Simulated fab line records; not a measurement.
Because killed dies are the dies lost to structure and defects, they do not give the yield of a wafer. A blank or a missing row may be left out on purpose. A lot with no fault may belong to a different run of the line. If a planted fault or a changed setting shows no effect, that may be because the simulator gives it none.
Which of the tools did it? -- flow sky130 -- 24 lots, 72 wafers sampled, at 5 steps of a route of 708

== WHAT THE GAUGES READ, wafer by wafer ==
SKY_LOCAL_INTERCONNECT_THK_MEAS_02: measures by xrf.
lot,measured,on,LOCAL_INTERCONNECT_TIN_THK (nm)
L074,day 28 21:52,film-metro-04,99.6 97.3 97.6
L075,day 29 14:29,film-metro-04,99.3 99.0 98.4
L076,day 29 20:38,film-metro-04,98.9 99.1 99.4
L077,day 30 02:04,film-metro-02,101.3 99.5 99.5
L078,day 30 05:57,film-metro-03,98.5 100.0 99.8
L079,day 30 14:46,film-metro-02,101.5 101.5 100.8
L080,day 31 09:19,film-metro-04,100.8 101.1 100.8
L081,day 32 00:12,film-metro-04,98.6 98.5 97.4
L082,day 32 20:10,film-metro-02,101.9 101.9 101.2
L083,day 33 01:23,film-metro-04,99.2 98.9 99.7
L085,day 33 06:37,film-metro-02,98.9 98.2 99.5
L084,day 33 07:43,film-metro-02,99.9 99.1 99.5
L086,day 33 12:26,film-metro-02,100.4 99.8 100.3
L088,day 34 01:37,film-metro-03,98.4 98.9 99.3
L087,day 34 09:13,film-metro-03,100.0 100.4 100.3
L090,day 34 22:25,film-metro-02,101.6 101.2 99.9
L089,day 34 22:46,film-metro-04,96.5 98.9 97.1
L091,day 35 10:02,film-metro-02,98.6 100.5 98.9
L092,day 35 10:04,film-metro-03,100.0 100.1 99.4
L093,day 35 10:57,film-metro-03,99.4 99.5 99.2
L095,day 35 22:33,film-metro-04,101.1 101.7 100.9
L094,day 35 22:55,film-metro-03,97.0 97.4 99.4
L096,day 36 07:25,film-metro-03,99.7 99.7 97.6
L097,day 36 12:10,film-metro-03,101.1 100.9 100.2

SKY_LOCAL_INTERCONNECT_CD_MEAS_11: target cd 170 nm.
lot,measured,on,cd-nm (nm)
L074,day 30 01:14,cd-sem-02,169.9 169.4 170.2
L075,day 30 18:20,cd-sem-01,168.5 168.4 168.4
L076,day 31 00:14,cd-sem-02,169.7 170.8 170.1
L077,day 31 05:46,cd-sem-01,168.9 170.4 169.4
L078,day 31 09:47,cd-sem-02,166.7 166.4 166.5
L079,day 31 18:18,cd-sem-01,172.0 172.7 174.3
L080,day 32 13:06,cd-sem-02,171.8 172.1 170.9
L081,day 33 03:18,cd-sem-01,171.1 170.6 171.2
L082,day 33 23:11,cd-sem-01,169.3 169.8 171.1
L083,day 34 04:00,cd-sem-02,170.8 169.3 171.1
L085,day 34 08:52,cd-sem-01,172.2 171.2 169.6
L084,day 34 10:01,cd-sem-01,171.3 169.8 170.8
L086,day 34 14:27,cd-sem-02,169.2 168.6 168.7
L088,day 35 04:06,cd-sem-01,170.1 170.6 171.7
L087,day 35 10:47,cd-sem-01,168.2 168.0 168.6
L090,day 36 00:51,cd-sem-02,172.9 173.1 172.1
L089,day 36 01:08,cd-sem-02,170.8 172.0 171.4
L091,day 36 10:52,cd-sem-02,171.9 173.3 172.4
L092,day 36 11:51,cd-sem-02,169.6 169.0 169.4
L093,day 36 12:50,cd-sem-01,167.5 167.8 167.5
L095,day 36 23:33,cd-sem-02,170.2 169.6 169.6
L094,day 37 00:38,cd-sem-02,171.2 172.2 171.1
L096,day 37 09:04,cd-sem-02,171.9 172.3 172.4
L097,day 37 14:12,cd-sem-01,168.4 169.0 167.9

SKY_LOCAL_INTERCONNECT_OVL_MEAS_12.
lot,measured,on,LOCAL_INTERCONNECT_OVL (nm)
L074,day 30 01:20,overlay-02,-2 2 -6
L075,day 30 18:25,overlay-01,-11 -3 -5
L076,day 31 00:22,overlay-02,-9 -9 -4
L077,day 31 05:53,overlay-02,-6 -7 -3
L078,day 31 09:55,overlay-01,-1 -4 3
L079,day 31 18:25,overlay-02,-7 -6 -1
L080,day 32 13:13,overlay-02,-4 0 -3
L081,day 33 03:23,overlay-02,-12 -4 -17
L082,day 33 23:19,overlay-01,0 -3 5
L083,day 34 04:04,overlay-02,-1 -6 -5
L085,day 34 08:58,overlay-02,2 -1 -6
L084,day 34 10:07,overlay-02,2 1 7
L086,day 34 14:34,overlay-02,1 2 1
L088,day 35 04:11,overlay-01,12 8 9
L087,day 35 10:55,overlay-02,1 -2 10
L090,day 36 00:58,overlay-02,4 6 1
L089,day 36 01:16,overlay-01,3 -3 4
L091,day 36 10:58,overlay-02,2 2 3
L092,day 36 11:55,overlay-01,-15 -18 -7
L093,day 36 12:56,overlay-02,7 9 -6
L095,day 36 23:40,overlay-01,3 -4 2
L094,day 37 00:43,overlay-02,6 10 2
L096,day 37 09:11,overlay-01,6 12 7
L097,day 37 14:19,overlay-02,-6 -14 -2

SKY_CONTACT_BOW_MEAS_05.
lot,measured,on,CONTACT_BOW (um)
L074,day 30 02:38,film-metro-02,81 80 84
L075,day 30 19:46,film-metro-01,79 83 76
L076,day 31 01:53,film-metro-01,80 87 82
L077,day 31 07:08,film-metro-01,87 76 88
L078,day 31 11:11,film-metro-02,80 82 74
L079,day 31 19:50,film-metro-02,90 83 90
L080,day 32 14:29,film-metro-01,73 70 79
L081,day 33 04:41,film-metro-02,66 97 75
L082,day 34 00:34,film-metro-03,86 81 86
L083,day 34 05:23,film-metro-03,81 88 84
L085,day 34 10:17,film-metro-02,83 82 88
L084,day 34 11:26,film-metro-03,85 78 93
L086,day 34 15:50,film-metro-02,76 82 83
L088,day 35 05:40,film-metro-02,102 86 84
L087,day 35 12:13,film-metro-03,77 69 70
L090,day 36 02:14,film-metro-01,87 82 89
L089,day 36 02:31,film-metro-03,100 84 87
L091,day 36 12:18,film-metro-01,82 84 88
L092,day 36 13:16,film-metro-02,78 75 65
L093,day 36 14:40,film-metro-01,89 77 85
L095,day 37 01:03,film-metro-03,72 72 88
L094,day 37 02:02,film-metro-01,72 64 72
L096,day 37 10:26,film-metro-03,86 79 83
L097,day 37 15:42,film-metro-02,75 84 77

== WHICH TOOL RAN EACH LOT (tool, then ch and the chambers of the sampled wafers, then the start) ==
lot,SKY_LOCAL_INTERCONNECT_SPUTTER_00
L074,"pvd-sputter-01, day 28 21:40"
L075,"pvd-sputter-01, day 29 14:17"
L076,"pvd-sputter-02, day 29 20:26"
L077,"pvd-sputter-01, day 30 01:53"
L078,"pvd-sputter-02, day 30 05:46"
L079,"pvd-sputter-04, day 30 14:35"
L080,"pvd-sputter-01, day 31 09:08"
L081,"pvd-sputter-02, day 31 23:59"
L082,"pvd-sputter-02, day 32 19:59"
L083,"pvd-sputter-01, day 33 01:11"
L085,"pvd-sputter-01, day 33 06:26"
L084,"pvd-sputter-04, day 33 07:31"
L086,"pvd-sputter-02, day 33 12:15"
L088,"pvd-sputter-01, day 34 01:24"
L087,"pvd-sputter-04, day 34 09:02"
L090,"pvd-sputter-04, day 34 22:14"
L089,"pvd-sputter-01, day 34 22:35"
L091,"pvd-sputter-01, day 35 09:50"
L092,"pvd-sputter-04, day 35 09:52"
L093,"pvd-sputter-04, day 35 10:46"
L095,"pvd-sputter-04, day 35 22:22"
L094,"pvd-sputter-01, day 35 22:43"
L096,"pvd-sputter-01, day 36 07:14"
L097,"pvd-sputter-02, day 36 11:59"
- SKY_LOCAL_INTERCONNECT_SPUTTER_00: material TiN, target thk 100 nm, time 83.3 s.

== WHAT THE TOOLS THEMSELVES READ (means of the sampled wafers that have a number; where no wafer has one, the mark that the record gives instead) ==
SKY_LOCAL_INTERCONNECT_SPUTTER_00.
lot,tool,substrate-temp-c (C),throttle-valve-pct (%)
L074,pvd-sputter-01,300.00,28.5
L075,pvd-sputter-01,300.05,28.6
L076,pvd-sputter-02,299.93,30.2
L077,pvd-sputter-01,299.92,28.4
L078,pvd-sputter-02,300.14,29.7
L079,pvd-sputter-04,299.91,30.1
L080,pvd-sputter-01,300.19,28.5
L081,pvd-sputter-02,300.07,31.1
L082,pvd-sputter-02,300.11,30.9
L083,pvd-sputter-01,299.77,28.5
L085,pvd-sputter-01,300.22,28.7
L084,pvd-sputter-04,300.11,30.1
L086,pvd-sputter-02,300.10,30.6
L088,pvd-sputter-01,300.02,29.2
L087,pvd-sputter-04,300.12,30.0
L090,pvd-sputter-04,300.00,30.1
L089,pvd-sputter-01,300.00,28.8
L091,pvd-sputter-01,300.05,29.1
L092,pvd-sputter-04,300.03,30.5
L093,pvd-sputter-04,300.06,30.2
L095,pvd-sputter-04,299.93,30.4
L094,pvd-sputter-01,299.91,28.9
L096,pvd-sputter-01,299.98,28.9
L097,pvd-sputter-02,300.11,30.1

== THE ANSWER, worked out from the rows above alone ==
Rule: the usual values come from the lots themselves. Put in order of their means at a reading, lots are off if they are a third of the lots or fewer, leave a main group of 4 or more, and stand apart from it by a gap of 3 or more times the standard deviation of the main group's means; of several such gaps the widest counts. A main group is skipped when, at the precision printed for the reading in the tables above, its means are all equal. A lot without any number at a reading at which 4 lots or more have one is off too. Where the step has rows for the other lots, those lots are counted as sound. First the gauges in route order, then the tools' own readings, where a lot's mean is used as printed above. The first step at which some lot is off is used, and at that step the reading that is off furthest; a lot without a number counts as furthest.
Across all readings shown, no lot is off: no conclusion can be drawn from this.

== WHAT THE SIMULATOR HAD PUT IN ==
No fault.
